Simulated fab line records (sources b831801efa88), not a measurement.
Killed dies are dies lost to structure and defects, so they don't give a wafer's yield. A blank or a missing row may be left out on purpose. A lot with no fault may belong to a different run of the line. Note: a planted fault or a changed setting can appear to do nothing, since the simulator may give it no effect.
Which tool was responsible? ; flow gf180mcu ; Sampling: 6 lots, 18 wafers, 4 of 602 route steps

== WHAT THE GAUGES READ, wafer by wafer ==
GF_V1_THK_MEAS_03.
lot;measured;on;V1_CVD_02_THK (nm)
L432;day 18 16:08;filmMetro-02;862 848 871
L434;day 19 19:06;filmMetro-02;860 851 853
L443;day 22 21:15;filmMetro-02;849 888 844
L447;day 24 03:02;filmMetro-02;849 863 865
L449;day 24 18:01;filmMetro-02;850 847 857
L451;day 25 10:33;filmMetro-04;835 864 856

== TOOL THAT RAN EACH LOT (tool first, then ch and the chambers of the sampled wafers, then the start) ==
lot;GF_DUAL_GATE_OXIDATION_15;GF_M1_METAL_ETCH_16;GF_V1_CVD_02
L432;furnace-01 ch 0, day 9 12:50;rieMetal-01 ch 0, day 18 15:15;pecvd-02 ch 0,1,2, day 18 16:03
L434;furnace-02 ch 0, day 10 06:39;rieMetal-03 ch 1, day 19 18:06;pecvd-02 ch 0,1,2, day 19 19:02
L443;furnace-01 ch 0, day 12 19:40;rieMetal-03 ch 0,1, day 22 20:23;pecvd-03 ch 0,1,2, day 22 21:11
L447;furnace-02 ch 0, day 13 23:40;rieMetal-03 ch 0,1, day 24 02:09;pecvd-04 ch 0,1,2, day 24 02:58
L449;furnace-02 ch 0, day 14 13:27;rieMetal-04 ch 0,1, day 24 17:08;pecvd-03 ch 0,2, day 24 17:56
L451;furnace-02 ch 0, day 15 02:46;rieMetal-01 ch 0, day 25 09:41;pecvd-02 ch 0,2, day 25 10:28
- GF_DUAL_GATE_OXIDATION_15: stabilise 600 s, purge 300 s, target thk 7.098 nm.
- GF_M1_METAL_ETCH_16: etches the open film in Cl2/BCl3, stops on SiO2, target depth 750.8 nm, time 125.1 s.
- GF_V1_CVD_02: deposits SiO2 from TEOS, target thk 850 nm, time 94.851 s.

== THE ANSWER, worked out from the rows above alone ==
Rule: usual is defined by the lots themselves. The widest of any qualifying gaps counts: lots, ordered by their means at a reading, are off when they make up no more than a third of the lots, leave a main group of 4 or more, and stand apart from it by 3 or more times the standard deviation of that group's means. The tables above print the reading to a certain number of digits; a main group whose means all agree to those digits is not used. Also off: a lot with no number at a reading for which 4 or more lots have one. The other lots that the step has rows for count as sound.
No lot is off at any reading shown: from this, nothing can be told.

== WHAT HAD BEEN PUT IN BY THE SIMULATOR ==
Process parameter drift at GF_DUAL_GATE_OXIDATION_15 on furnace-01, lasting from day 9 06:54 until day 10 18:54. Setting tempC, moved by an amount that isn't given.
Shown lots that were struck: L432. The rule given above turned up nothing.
